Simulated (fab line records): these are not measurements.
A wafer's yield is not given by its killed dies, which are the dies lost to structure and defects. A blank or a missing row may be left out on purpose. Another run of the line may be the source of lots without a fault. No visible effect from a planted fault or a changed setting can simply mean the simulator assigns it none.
Chamber matching | flow sky130 | pecvd-04 running SKY_PASSIVATION_CVD_02: 3 sister chambers
The step deposits Si3N4, target thk 540 nm. 16 wafers are shown with their chamber, then 8 later ones without.

WAFERS PAIRED WITH THEIR CHAMBERS
wafer  | chamber | heater-power-w (W)
L905.1 | 1       | 614
L905.4 | 1       | 641
L905.6 | 2       | 692
L908.2 | 2       | 669
L908.3 | 1       | 602
L908.5 | 0       | 770
L910.2 | 2       | 671
L910.3 | 1       | 639
L910.5 | 0       | 850
L912.2 | 0       | 852
L912.3 | 1       | 627
L912.4 | 1       | 637
L920.4 | 1       | 605
L920.5 | 2       | 668
L920.6 | 0       | 694
L923.2 | 2       | 664

SIGNATURES (averages over the wafers above)
reading        | chamber 0 | chamber 1 | chamber 2 | scatter within a chamber
heater-power-w | 791.50    | 623.57    | 672.80    | 38.4
Rule: a wafer's distance from a chamber is the root of the sum, over the readings, of the square of ((its reading less the chamber's mean) divided by the reading's scatter). If the next closest chamber is less than 2 further off than the closest, the wafer can't be placed; otherwise it belongs to the closest. How the scatter is found: for the shown wafers, subtract from each reading the mean of its chamber, square and add these, divide the total by (wafers less chambers), then take the root.

WAFERS WHOSE CHAMBER IS MISSING
wafer  | heater-power-w (W)
L923.4 | 652
L923.6 | 870
L922.2 | 620
L922.3 | 671
L922.6 | 866
L927.1 | 636
L927.3 | 845
L927.4 | 704

CHAMBER TAKEN BY EACH
wafer  | from the rows above          | in truth
L923.4 | can't be placed: 2 or 1      | 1
L923.6 | 0                            | 0
L922.2 | can't be placed: 1 or 2      | 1
L922.3 | can't be placed: 2 or 1      | 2
L922.6 | 0                            | 0
L927.1 | can't be placed: 1 or 2      | 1
L927.3 | 0                            | 0
L927.4 | can't be placed: 2 or 1 or 0 | 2
Correctly placed: 3 of 8. Not placeable from these rows: 5 (in 5, the candidates include the true chamber). Wrongly placed: 0.
